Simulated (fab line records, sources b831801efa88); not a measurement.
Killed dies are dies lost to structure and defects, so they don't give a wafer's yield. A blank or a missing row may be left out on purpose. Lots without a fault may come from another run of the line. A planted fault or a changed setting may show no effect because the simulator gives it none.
A sampling plan put to the test | flow sky130 | one fab line, 12 faults that these records tell of, each judged on the records of the lots that it struck
The plan is the line's own looks: the steps of the route at which a gauge or an inspection reads the wafer and doesn't change it. A look can be judged if struck wafers have a number there and the file gives its usual mean and standard deviation on fault-free wafers. Caught: at a look after the fault's first step, the mean of the struck wafers lies 4 or more of those standard deviations (sigma) from the usual mean. On the tool: the same test on the tool's own readings at the fault's steps. Another recipe on the struck wafers, or a record that is blank for them alone, also counts as caught.

THE FAULTS, as the simulator had put them in
1. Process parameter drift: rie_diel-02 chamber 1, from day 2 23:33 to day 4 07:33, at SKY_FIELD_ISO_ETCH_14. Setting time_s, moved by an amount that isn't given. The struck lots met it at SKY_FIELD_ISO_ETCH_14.
2. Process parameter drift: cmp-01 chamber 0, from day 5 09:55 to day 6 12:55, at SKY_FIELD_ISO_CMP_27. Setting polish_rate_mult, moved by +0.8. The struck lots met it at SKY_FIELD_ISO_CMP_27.
3. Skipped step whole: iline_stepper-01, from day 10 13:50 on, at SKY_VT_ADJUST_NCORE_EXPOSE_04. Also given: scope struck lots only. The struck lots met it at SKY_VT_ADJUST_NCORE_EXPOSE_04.
4. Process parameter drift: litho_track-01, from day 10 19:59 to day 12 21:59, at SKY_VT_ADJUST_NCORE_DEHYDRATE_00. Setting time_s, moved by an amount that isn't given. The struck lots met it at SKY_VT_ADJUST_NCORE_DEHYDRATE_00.
5. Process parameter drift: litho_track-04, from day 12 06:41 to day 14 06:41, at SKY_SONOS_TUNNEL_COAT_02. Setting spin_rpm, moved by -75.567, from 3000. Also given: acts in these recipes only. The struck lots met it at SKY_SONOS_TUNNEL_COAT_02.
6. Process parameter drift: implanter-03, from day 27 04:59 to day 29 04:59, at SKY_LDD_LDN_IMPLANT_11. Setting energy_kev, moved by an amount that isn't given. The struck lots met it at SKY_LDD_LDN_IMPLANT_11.
7. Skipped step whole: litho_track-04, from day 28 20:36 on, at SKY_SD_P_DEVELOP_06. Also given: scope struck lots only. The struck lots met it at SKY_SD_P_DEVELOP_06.
8. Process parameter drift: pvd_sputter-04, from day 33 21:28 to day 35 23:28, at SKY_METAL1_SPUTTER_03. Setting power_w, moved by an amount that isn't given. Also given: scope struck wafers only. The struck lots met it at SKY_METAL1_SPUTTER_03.
9. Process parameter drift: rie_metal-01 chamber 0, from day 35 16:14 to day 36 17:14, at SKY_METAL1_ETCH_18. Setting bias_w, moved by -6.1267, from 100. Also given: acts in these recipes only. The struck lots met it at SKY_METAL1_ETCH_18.
10. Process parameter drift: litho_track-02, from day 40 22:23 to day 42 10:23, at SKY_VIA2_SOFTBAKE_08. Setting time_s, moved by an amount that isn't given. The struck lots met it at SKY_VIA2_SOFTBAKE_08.
11. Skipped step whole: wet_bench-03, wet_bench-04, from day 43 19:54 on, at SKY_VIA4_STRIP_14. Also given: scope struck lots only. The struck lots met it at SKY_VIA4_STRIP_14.
12. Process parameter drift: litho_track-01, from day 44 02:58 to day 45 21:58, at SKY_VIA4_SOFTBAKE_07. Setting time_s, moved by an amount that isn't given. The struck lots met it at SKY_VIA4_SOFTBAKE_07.

WHAT THE PLAN SAW
fault | on the tool itself                               | first look that catches it                      | reading, sigma | median hours from its first step to that look | hours from the fault's start to the first struck lot there | judged looks passed uncaught
1     | oes_product_au -4.5 sigma                        | not the one look that can be judged after it    | -              | -                                             | -                                                          | 1
2     | time_to_endpoint_s -16 sigma                     | none of the 2 looks that can be judged after it | -              | -                                             | -                                                          | 2
3     | no reading that can be judged                    | not the one look that can be judged after it    | -              | -                                             | -                                                          | 1
4     | heater_power_total_W +35 sigma                   | none of the 2 looks that can be judged after it | -              | -                                             | -                                                          | 2
5     | spin_speed_rpm -38 sigma                         | no look after it can be judged                  | -              | -                                             | -                                                          | 0
6     | beam_energy_keV +99 or beyond sigma              | no look after it can be judged                  | -              | -                                             | -                                                          | 0
7     | the tool's record is blank for the struck wafers | no look after it can be judged                  | -              | -                                             | -                                                          | 0
8     | cathode_dc_power_W +99 or beyond sigma           | no look after it can be judged                  | -              | -                                             | -                                                          | 0
9     | bias_w -19 sigma                                 | no look after it can be judged                  | -              | -                                             | -                                                          | 0
10    | run_length_s -99 or beyond sigma                 | no look after it can be judged                  | -              | -                                             | -                                                          | 0
11    | the tool's record is blank for the struck wafers | no look after it can be judged                  | -              | -                                             | -                                                          | 0
12    | run_length_s +36 sigma                           | no look after it can be judged                  | -              | -                                             | -                                                          | 0
A dash: the fault isn't caught, or these records don't give the number.

Caught at a look: 0 of 12. Caught on the tool: 11 of 12. By one or the other: 11 of 12.
Caught on the tool alone: faults 1, 2, 4, 5, 6, 7, 8, 9, 10, 11, 12.
Caught by neither: fault 3.
